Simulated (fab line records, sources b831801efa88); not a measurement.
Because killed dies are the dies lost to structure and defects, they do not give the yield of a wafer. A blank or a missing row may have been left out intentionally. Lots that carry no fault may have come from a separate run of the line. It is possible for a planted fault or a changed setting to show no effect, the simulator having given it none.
Comparing a struck lot with a sound one	flow sky130	35 steps out of a route of 708
Sound: wafers L865.1, L865.2, L865.5. Struck: wafer L873.6. (L873.1 of the same lot was not struck and is left out.) The cause comes at the end.
For every step that has rows: the tool of each side, followed by ch and its chambers, followed by its first start. Under that, the readings that differ: sound wafers	struck wafers	difference of the means	sigmas: that difference in standard deviations of wafers without a fault.
alike: words and numbers the same on both sides, and readings whose means are apart by under 2 such deviations; not compared: readings that were withheld, readings missing a value for some wafer, numbers with overlapping values and no deviation given by the record, and bounds like >300 which may hide the same value.
A row with sigmas, a row that says differs or no value, or rows on one side alone: a step with any of these is where the two part. Numbers that have no deviation but don't overlap get no sigmas and don't part them. A reading that every wafer of one side lacks parts them only if that side has two wafers or more.

SKY_SD_P_CD_MEAS_07: target cd 380 nm.
  struck on cd_sem-02, day 33 02:22; sound on cd_sem-02, day 30 16:52
  alike: cd_nm
SKY_SD_P_OVL_MEAS_08:
  struck on overlay-02, day 33 02:29; sound on overlay-01, day 30 16:59
  alike: SD_P_OVL
following that, these wafers have no rows for 1 step: SKY_SD_P_IMPLANT_09.
SKY_SD_P_STRIP_10: strips in O2/N2.
  sound on plasma_asher-02 ch 0,1, day 30 17:10; struck on plasma_asher-04 ch 1, day 33 02:41
  alike: drypump_motor_current_A, oes_product_au, strip_time_to_endpoint_s
  not compared: rf_hours_counter_h
SKY_SD_P_TW_MEAS_11:
  struck on film_metro-04, day 33 02:47; sound on film_metro-01, day 30 17:16
reading	sound	struck	difference	sigmas
SD_P_TW	2779 2792 2772	2842	+61	+2
then, 7 steps without rows for these wafers: SKY_RES_XHIGH_DEHYDRATE_00 (time 60 s); SKY_RES_XHIGH_HMDS_01 (prime time 60 s); SKY_RES_XHIGH_COAT_02 (resist thk 1140 nm); SKY_RES_XHIGH_SOFTBAKE_03 (time 60 s); SKY_RES_XHIGH_EXPOSE_04 (exposes mask URPM, target cd 1270 nm); SKY_RES_XHIGH_PEB_05; SKY_RES_XHIGH_DEVELOP_06 (develop time 60 s).
SKY_RES_XHIGH_IMPLANT_07:
  sound on implanter-02 ch 0, day 31 19:48; struck on implanter-03 ch 0, day 34 05:16
reading	sound	struck	difference	sigmas
beam_on_s (s)	40.8 42.6 41.0	34.2	-7.3	-8
end_station_pressure_torr (Torr)	4.95e-06 4.8e-06 5.1e-06	5.86e-06	+9.10e-07	+3
faraday_current_uA	496 477 494	590	+101	+10
  alike: dose_ions_cm2, tilt_deg
SKY_RES_XHIGH_STRIP_08: strips in O2/N2.
  sound on plasma_asher-01 ch 0,1, day 31 19:57; struck on plasma_asher-03 ch 0, day 34 05:25
reading	sound	struck	difference	sigmas
oes_product_au (a.u.)	0.712 0.713 0.724	0.707	-0.009	-2
  alike: drypump_motor_current_A, strip_time_to_endpoint_s
  not compared: rf_hours_counter_h
SKY_RES_XHIGH_TW_MEAS_09:
  struck on film_metro-02, day 34 05:31; sound on film_metro-01, day 31 20:03
reading	sound	struck	difference	sigmas
RES_XHIGH_TW	1594 1601 1593	1535	-61	-3
then, 7 steps without rows for these wafers: SKY_SD_N_DEHYDRATE_00 (time 60 s); SKY_SD_N_HMDS_01 (prime time 60 s); SKY_SD_N_COAT_02 (resist thk 1140 nm); SKY_SD_N_SOFTBAKE_03 (time 60 s); SKY_SD_N_EXPOSE_04 (exposes mask NSDM, target cd 380 nm); SKY_SD_N_PEB_05; SKY_SD_N_DEVELOP_06 (develop time 60 s).
SKY_SD_N_CD_MEAS_07: target cd 380 nm.
  struck on cd_sem-02, day 35 07:38; sound on cd_sem-01, day 32 23:59
  alike: cd_nm
SKY_SD_N_OVL_MEAS_08:
  struck on overlay-02, day 35 07:45; sound on overlay-02, day 33 00:07
  alike: SD_N_OVL
then, 2 steps without rows for these wafers: SKY_SD_N_IMPLANT_09; SKY_SD_N_IMPLANT_10.
SKY_SD_N_STRIP_11: strips in O2/N2.
  sound on plasma_asher-04 ch 0,1, day 33 00:27; struck on plasma_asher-04 ch 0, day 35 08:05
  alike: drypump_motor_current_A, oes_product_au, strip_time_to_endpoint_s
  not compared: rf_hours_counter_h
SKY_SD_N_TW_MEAS_12:
  struck on film_metro-04, day 35 08:11; sound on film_metro-04, day 33 00:33
  alike: SD_N_TW
then, 1 step without rows for these wafers: SKY_SD_N_CLEAN_13 (cleans in SC1/SC2, time 150 s).
SKY_SD_N_RTA_14: time 2 s.
  sound on rtp_anneal-02 ch 0, day 33 00:40; struck on rtp_anneal-01 ch 0, day 35 08:17
  alike: lamp_power_pct, wafer_temp_C_max
SKY_SD_N_RS_MEAS_16: a four-point-probe measurement.
  struck on film_metro-04, day 35 08:28; sound on film_metro-01, day 33 00:50
  alike: SD_N_RS
SKY_SD_N_RS_MEAS_17: a four-point-probe measurement.
  struck on film_metro-04, day 35 08:35; sound on film_metro-01, day 33 00:57
  alike: SD_P_RS
SKY_SD_N_RS_MEAS_18: a four-point-probe measurement.
  struck on film_metro-04, day 35 08:43; sound on film_metro-01, day 33 01:04
reading	sound	struck	difference	sigmas
RES_XHIGH_RS (ohm/sq)	335.7 334.6 334.3	387.6	+52.7	+48
then, 1 step without rows for these wafers: SKY_SALICIDE_CLEAN_00 (cleans in HF-last, time 30 s).
-- the record jumps here: 16 days lie between the struck wafers' starts before and after (it left off in module SALICIDE and takes up again in module PAD_OPEN, whose first step shown is number 708 of the route) --
SKY_PAD_OPEN_PROBE_99:
  struck on prober-02, day 50 23:19; sound on prober-02, day 49 13:38
reading	sound	struck	difference	sigmas
killed_at_M0_to_M3	47 37 45	26	-17	-2
killed_at_contacts	21 28 36	14	-14	-3
killed_dies	93 86 96	59	-33	-3
killed_on_rim	23 18 20	12	-8	-2
killed_open	45 54 62	33	-21	-3
killed_short	48 32 34	26	-12	-2
model.etest.res_xhigh_po.line_ohm_um	6105 5583 5678	8064	+2275	
model.etest.res_xhigh_po.rs_ohm_sq	2131 1978 2003	2790	+753	
model.etest.res_xhigh_po.rs_ohm_sq_range	170.1 156.8 140.8	74.64	-81.26	
  alike: killed_at_M4_up, killed_at_front_end, killed_at_other

## WHERE THEY PART
First at SKY_SD_P_TW_MEAS_11; last, within this record, at SKY_PAD_OPEN_PROBE_99.

WHY: what the simulator had put in
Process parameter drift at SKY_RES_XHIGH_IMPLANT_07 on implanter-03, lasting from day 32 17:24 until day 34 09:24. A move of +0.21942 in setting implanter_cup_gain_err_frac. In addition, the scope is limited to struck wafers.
